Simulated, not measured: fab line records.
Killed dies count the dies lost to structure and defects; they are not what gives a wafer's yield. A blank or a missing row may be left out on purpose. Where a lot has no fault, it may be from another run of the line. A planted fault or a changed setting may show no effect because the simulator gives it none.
fab line records	flow sky130
record: lots: 10	wafers: 30	lastDay: 50
route steps=708 shown METAL2@483 PAD_OPEN@708
lots with no fault: from the same line, run without faults
startH: hours from the record's first day to the start of the lot's first wafer shown	waitH: hours from the lot's prior step to this one	" the same as in the row above	L1.1+2: one row covering several wafers at once	- no value, or no start was given	* or withheld: withheld	< > ~ a bound
route shown NAME@n: names a module that has steps shown in the file, with the first one's number in the route	usual: mean/standard deviation of fault-free wafers	same: alike in all rows	chamber/n: place in a boat	sites: readings site by site	_std_site: standard deviation of those values	_edge_site: the outer-site mean with the inner-site mean subtracted	radiusMm: for every site, how far away it sits from the centre of the wafer	mask NAME#n: copy n	behind: the last tool/chamber to shape the wafer	hold: cause of the lot's hold/its duration in hours/its outcome	device: whichever transistor did not switch (one of n, p or np)	end of line: tests of these same wafers at the route's end	a step with no rows: only its recipe	killed: dies that structure and defects cost at the first sort, which is not the same as the wafer's yield	map: per-die view of a wafer (x killed, . not killed, _ where there is no die)
set.NAME: the setting the step ran with; set.NAME@STEP: the setting that earlier step ran with	model.NAME: the simulator's own value behind a step, which no gauge read
route steps across a sampled set of lots; one table per step, one row per wafer
services: from which hour (startH, from the record's first day; less than 0 if before it) a tool's chamber was out of use, for how many hours, and why
== steps ==
step: SKY_METAL2_SPUTTER_00
recipe: material: Ti	targetThkNm: 15	powerW: 3000	timeS: 10	chamberPressurePa: 0.4
usual: throttleValvePct: 29.9/1.4
same: timeS: 10
lot.wafer	tool	chamber	startH	waitH	throttleValvePct
L346.2	pvdSputter-04	-	789.23	0.1	28.1
L346.3	"	-	"	"	31.8
L346.4	"	-	"	"	31.0
L347.1	pvdSputter-02	-	809.15	0.2	29.9
L347.5	"	-	"	"	29.6
L347.6	"	-	"	"	31.2
L357.3	pvdSputter-04	-	878.14	0.2	31.8
L357.5	"	-	"	"	28.1
L357.6	"	-	"	"	32.1
L358.1	pvdSputter-03	-	889.94	0.1	30.3
L358.2	"	-	"	"	32.3
L358.5	"	-	"	"	30.1
L360.2	pvdSputter-04	-	906.47	0.1	31.0
L360.3	"	-	"	"	28.1
L360.6	"	-	"	"	28.4
L361.4	pvdSputter-02	-	920.07	0.2	29.5
L361.5	"	-	"	"	29.5
L361.6	"	-	"	"	28.2
L362.1	pvdSputter-04	-	928.02	0.2	28.2
L362.2	"	-	"	"	30.8
L362.5	"	-	"	"	31.7
L367.2	pvdSputter-04	-	942.64	0.2	31.6
L367.4	"	-	"	"	27.8
L367.5	"	-	"	"	28.1
L366.1	pvdSputter-03	-	943.08	0.2	32.3
L366.5	"	-	"	"	30.1
L366.6	"	-	"	"	30.6
L369.2	pvdSputter-02	-	963.63	0.1	31.4
L369.4	"	-	"	"	30.1
L369.5	"	-	"	"	27.9
step: SKY_METAL2_SPUTTER_03
recipe: material: Ti	targetThkNm: 5	powerW: 3000	timeS: 3.3	chamberPressurePa: 0.4
usual: throttleValvePct: 29.9/1.4
same: timeS: 3.3
lot.wafer	tool	chamber	startH	waitH	throttleValvePct
L346.2	pvdSputter-04	-	789.30	0.0	28.2
L346.3	"	-	"	"	31.5
L346.4	"	-	"	"	30.9
L347.1	pvdSputter-02	-	809.23	0.0	29.9
L347.5	"	-	"	"	29.8
L347.6	"	-	"	"	30.8
L357.3	pvdSputter-04	-	878.21	0.0	31.4
L357.5	"	-	"	"	28.0
L357.6	"	-	"	"	31.6
L358.1	pvdSputter-03	-	890.01	0.0	30.6
L358.2	"	-	"	"	32.1
L358.5	"	-	"	"	30.1
L360.2	pvdSputter-04	-	906.54	0.0	31.3
L360.3	"	-	"	"	28.1
L360.6	"	-	"	"	28.3
L361.4	pvdSputter-02	-	920.14	0.0	29.6
L361.5	"	-	"	"	29.4
L361.6	"	-	"	"	28.2
L362.1	pvdSputter-04	-	928.09	0.0	28.4
L362.2	"	-	"	"	30.9
L362.5	"	-	"	"	31.6
L367.2	pvdSputter-04	-	942.72	0.0	31.6
L367.4	"	-	"	"	28.0
L367.5	"	-	"	"	28.4
L366.1	pvdSputter-03	-	943.16	0.0	32.2
L366.5	"	-	"	"	30.3
L366.6	"	-	"	"	30.5
L369.2	pvdSputter-02	-	963.71	0.0	31.1
L369.4	"	-	"	"	29.9
L369.5	"	-	"	"	28.0
step: SKY_METAL2_SOFTBAKE_11
recipe: tempC: 100	timeS: 90	resist: KrF-thick
usual: runLengthS: 118.98/0.2
lot.wafer	tool	chamber	startH	waitH	runLengthS
L346.2	lithoTrack-02	0	802	-	118.83
L346.3	"	0	"	"	118.82
L346.4	"	0	"	"	119.05
L347.1	lithoTrack-02	0	822	-	119.01
L347.5	"	0	"	"	118.88
L347.6	"	0	"	"	118.88
L357.3	lithoTrack-01	0	890	-	126.33
L357.5	"	0	"	"	126.36
L357.6	"	0	"	"	126.40
L358.1	lithoTrack-01	0	903	-	126.35
L358.2	"	0	"	"	126.39
L358.5	"	0	"	"	126.32
L360.2	lithoTrack-03	0	918	-	119.35
L360.3	"	0	"	"	119.11
L360.6	"	0	"	"	119.16
L361.4	lithoTrack-02	0	932	-	118.93
L361.5	"	0	"	"	118.91
L361.6	"	0	"	"	118.83
L362.1	lithoTrack-03	0	940	-	119.28
L362.2	"	0	"	"	119.15
L362.5	"	0	"	"	119.13
L367.2	lithoTrack-03	0	954	-	119.36
L367.4	"	0	"	"	119.35
L367.5	"	0	"	"	119.21
L366.1	lithoTrack-02	0	955	-	118.80
L366.5	"	0	"	"	118.81
L366.6	"	0	"	"	118.88
L369.2	lithoTrack-03	0	975	-	119.24
L369.4	"	0	"	"	119.30
L369.5	"	0	"	"	119.15
step: SKY_METAL2_METAL_ETCH_19
recipe: targetDepthA: 3600	stopOn: SiO2	overEtchFrac: 0.311	timeS: 78	chemistry: Cl2/BCl3	resistSidewallDeg: 88	pressureMtorr: 10	icpW: 900	biasW: 48.5	Cl2_flow_sccm: 60	bcl3FlowSccm: 30
usual: bcl3FlowSccm: 30.03/0.096	drypumpMotorCurrentA: 5.7/0.44	mfcCl2Sccm: 60.00/0.16	oesProductAu: 0.849/0.0068	rfFwdPowerW: 893/3.2	throttleValvePct: 22.262/0.0094
same: overEtchFrac: 0.311	timeS: 78
lot.wafer	tool	chamber	startH	waitH	bcl3FlowSccm	drypumpMotorCurrentA	mfcCl2Sccm	oesProductAu	rfFwdPowerW	rfHoursCounterH	throttleValvePct
L346.2	rieMetal-01	0	816.03	0.0	30.17	6.3	60.12	0.840	890	5	22.268
L346.3	"	0	"	"	29.90	6.3	60.20	0.846	891	-	22.254
L346.4	"	1	"	"	29.88	5.4	60.16	0.844	890	-	22.263
L347.1	rieMetal-03	1	835.38	0.0	30.03	6.2	60.10	0.863	894	14	22.274
L347.5	"	1	"	"	30.03	6.1	60.20	0.841	890	-	22.270
L347.6	"	0	"	"	30.09	5.2	60.07	0.854	897	-	22.256
L357.3	rieMetal-03	1	904.09	0.1	30.02	6.2	59.90	0.850	893	-	22.265
L357.5	"	0	"	"	30.02	5.2	59.65	0.851	893	-	22.270
L357.6	"	1	"	"	29.94	6.2	59.95	0.846	896	-	22.256
L358.1	rieMetal-01	0	915.43	0.0	30.17	6.2	59.98	0.848	894	10	22.275
L358.2	"	1	"	"	30.07	5.4	59.83	0.850	891	11	22.254
L358.5	"	1	"	"	30.02	5.3	59.93	0.848	890	-	22.254
L360.2	rieMetal-04	0	931.46	0.0	30.11	5.8	60.03	0.849	893	6	22.263
L360.3	"	1	"	"	30.08	5.3	60.14	0.846	899	-	22.255
L360.6	"	1	"	"	30.01	5.3	59.98	0.852	893	-	22.258
L361.4	rieMetal-01	0	945.24	0.1	30.00	6.3	60.15	0.855	886	-	22.244
L361.5	"	0	"	"	30.17	6.3	60.07	0.845	895	-	22.256
L361.6	"	1	"	"	29.92	5.4	59.95	0.849	888	-	22.245
L362.1	rieMetal-01	0	953.16	0.0	30.05	6.3	60.00	0.852	891	11	22.259
L362.2	"	1	"	"	30.05	5.4	59.89	0.844	894	13	22.250
L362.5	"	0	"	"	30.25	6.3	60.02	0.839	894	-	22.237
L367.2	rieMetal-04	1	966.81	0.0	30.06	5.4	60.00	0.856	895	13	22.256
L367.4	"	1	"	"	30.09	5.3	60.17	0.851	897	-	22.248
L367.5	"	0	"	"	30.09	5.8	60.24	0.854	893	-	22.253
L366.1	rieMetal-03	0	967.18	0.0	29.89	5.2	59.98	0.849	890	14	22.263
L366.5	"	1	"	"	29.80	6.2	60.07	0.844	893	-	22.252
L366.6	"	0	"	"	29.79	5.2	59.82	0.834	892	-	22.263
L369.2	rieMetal-03	0	987.68	0.0	29.93	5.1	60.02	0.855	895	15	22.254
L369.4	"	0	"	"	29.96	5.2	59.66	0.854	895	-	22.264
L369.5	"	0	"	"	30.15	5.2	59.74	0.851	898	-	22.245
step: SKY_PAD_OPEN_PROBE_99
usual: defectLimitedYield: 82.7/1.8	killed_at_M0_to_M3: 42/7.5	killed_at_M4_up: 3.2/1.7	killedAtContacts: 24/5.1	killedAtFrontEnd: 15/4.1	killedAtOther: 0.3/0.58	killedDies: 85/8.9	killedOpen: 46/6.4	killedShort: 39/6	sort_bin_3_pad_short: 0.9/0.4	sort_bin_5_function: 10.1/1.6	sort_bin_6_memory: 6.3/1	sort_bin_8_speed: 0.00/0.024	sortNPass: 407/9	sortYieldPct: 82.7/1.8
same: grossDies: 492	killedAtBackSide: 0	sort_bin_4_leakage[%]: 0
lot.wafer	tool	chamber	startH	waitH	defectLimitedYield[%]	killed_at_M0_to_M3	killed_at_M4_up	killedAtContacts	killedAtFrontEnd	killedAtOther	killedDies	killedOpen	killedShort	sort_bin_3_pad_short[%]	sort_bin_5_function[%]	sort_bin_6_memory[%]	sort_bin_8_speed[%]	sortNPass	sortYieldPct[%]
L357.3	prober-01	-	1140.74	0.2	80.9	45	2	32	15	0	94	55	39	1.0	12.0	6.1	0	398	80.9
L357.5	prober-01	-	1140.84	0.2	82.3	47	3	23	14	0	87	47	40	1.0	10.2	6.5	0	405	82.3
L357.6	prober-01	-	1140.89	0.2	81.9	45	1	29	14	0	89	46	43	1.4	10.0	6.7	0	403	81.9
L358.1	prober-01	-	1151.43	0.1	80.7	51	5	27	12	0	95	50	45	1.0	11.2	7.1	0	397	80.7
L358.2	prober-01	-	1151.48	0.1	83.5	48	3	18	11	1	81	45	34	0.8	10.0	5.7	0	411	83.5
L358.5	prober-01	-	1151.63	0.2	84.3	28	4	24	19	2	77	41	35	0.6	9.3	5.7	0	415	84.3
L366.1	prober-02	-	1186.85	0.1	80.7	52	9	19	14	1	95	44	50	0.8	10.0	8.5	0	397	80.7
L366.5	prober-02	-	1187.05	0.2	83.3	41	2	25	14	0	82	42	40	1.6	9.3	5.7	0	410	83.3
L366.6	prober-02	-	1187.10	0.2	83.3	41	4	27	10	0	82	45	37	0.8	8.9	6.9	0	410	83.3
L369.2	prober-02	-	1198.49	0.1	80.5	56	2	21	17	0	96	55	41	1.4	10.4	7.7	0	396	80.5
L369.4	prober-02	-	1198.59	0.2	84.8	44	3	17	10	1	75	42	33	0.6	9.3	5.3	0	417	84.8
L369.5	prober-02	-	1198.64	0.2	84.6	38	1	20	17	0	76	48	27	0.4	10.6	4.5	0	416	84.6
killed by level:class
L357.3 CONTACT:geometricParticle:open=15 LI_CONTACT:geometricParticle:open=12 VIA1:geometricParticle:open=11 METAL1:geometricParticle:short=7 FIELD_ISO:geometricParticle:short=6 VIA3:geometricParticle:open=5 VIA2:geometricParticle:open=5 VIA1:geometricParticle:short=5
L357.5 VIA1:geometricParticle:open=10 CONTACT:geometricParticle:open=7 LI_CONTACT:geometricParticle:open=6 LI_CONTACT:geometricParticle:short=5 METAL1:geometricParticle:short=5 METAL2:geometricParticle:open=5 METAL1:geometricParticle:open=4 VIA1:geometricParticle:short=4
L357.6 VIA1:geometricParticle:open=10 CONTACT:geometricParticle:open=9 LI_CONTACT:geometricParticle:open=8 METAL2:geometricParticle:short=8 LOCAL_INTERCONNECT:geometricParticle:short=6 VIA3:geometricParticle:open=6 VIA2:geometricParticle:open=5 CONTACT:geometricParticle:short=4
L358.1 LI_CONTACT:geometricParticle:open=10 VIA2:geometricParticle:open=10 VIA1:geometricParticle:open=9 METAL1:geometricParticle:short=8 CONTACT:geometricParticle:open=6 VIA3:geometricParticle:short=5 LOCAL_INTERCONNECT:geometricParticle:short=4 CONTACT:geometricParticle:short=4
L358.2 VIA3:geometricParticle:open=9 VIA1:geometricParticle:short=8 VIA1:geometricParticle:open=8 CONTACT:geometricParticle:short=7 METAL2:geometricParticle:short=6 CONTACT:geometricParticle:open=6 VIA2:geometricParticle:open=6 METAL1:geometricParticle:open=4
L358.5 LI_CONTACT:geometricParticle:open=7 VIA1:geometricParticle:open=7 POLY_GATE:geometricParticle:short=6 CONTACT:geometricParticle:open=6 VIA3:geometricParticle:open=5 FIELD_ISO:geometricParticle:open=4 METAL1:geometricParticle:short=4 VIA2:geometricParticle:open=4
L366.1 VIA1:geometricParticle:open=14 METAL1:geometricParticle:short=6 METAL2:geometricParticle:short=6 CONTACT:geometricParticle:short=5 CONTACT:geometricParticle:open=5 VIA3:geometricParticle:short=5 METAL4:geometricParticle:short=5 POLY_GATE:geometricParticle:short=4
L366.5 METAL2:geometricParticle:short=10 CONTACT:geometricParticle:open=10 VIA3:geometricParticle:open=8 VIA1:geometricParticle:open=6 METAL1:geometricParticle:short=5 LI_CONTACT:geometricParticle:short=5 FIELD_ISO:geometricParticle:short=4 FIELD_ISO:geometricParticle:open=4
L366.6 CONTACT:geometricParticle:open=11 VIA1:geometricParticle:open=10 VIA2:geometricParticle:open=8 LI_CONTACT:geometricParticle:open=5 METAL1:geometricParticle:short=5 VIA1:geometricParticle:short=5 METAL2:geometricParticle:short=5 FIELD_ISO:geometricParticle:short=4
L369.2 VIA1:geometricParticle:open=12 CONTACT:geometricParticle:open=11 VIA2:geometricParticle:open=9 FIELD_ISO:geometricParticle:open=6 VIA2:geometricParticle:short=6 VIA3:geometricParticle:open=6 METAL1:geometricParticle:short=6 VIA1:geometricParticle:short=6
L369.4 VIA1:geometricParticle:open=8 CONTACT:geometricParticle:open=7 VIA2:geometricParticle:open=7 VIA1:geometricParticle:short=6 VIA3:geometricParticle:open=6 LI_CONTACT:geometricParticle:open=5 METAL1:geometricParticle:short=4 VIA2:geometricParticle:short=4
L369.5 VIA1:geometricParticle:open=12 CONTACT:geometricParticle:open=8 LI_CONTACT:geometricParticle:open=6 FIELD_ISO:geometricParticle:open=5 VIA1:geometricParticle:short=5 FIELD_ISO:geometricParticle:short=4 VIA3:geometricParticle:open=4 CONTACT:geometricParticle:short=4
== services ==
tool	chamber	startH	hours	kind
pvdSputter-03	-	878.37	5.4	repair
rieMetal-03	1	946.42	-	clean
rieMetal-03	1	946.42	18.1	scheduledDown
rieMetal-03	1	946.42	18.1	ventCycle
pvdSputter-03	-	949.14	14.9	repair
== key ==
firstSign: step: SKY_METAL2_SOFTBAKE_11	reading: runLengthS	direction: up	sigmas: 38	usual: *	struck: *
effect none on later readings
metAt SKY_METAL2_SOFTBAKE_11
struckLots L357,L358
notActingAt SKY_METAL2_SPUTTER_00,SKY_METAL2_SPUTTER_03,SKY_METAL2_METAL_ETCH_19
fault: kind: processParameterDrift	tool: lithoTrack-01	chamber: -	onsetH: 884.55	steps: SKY_METAL2_SOFTBAKE_11	channel: timeS	offset: *	shape: step	endH: 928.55	actsIn: *	stated: *
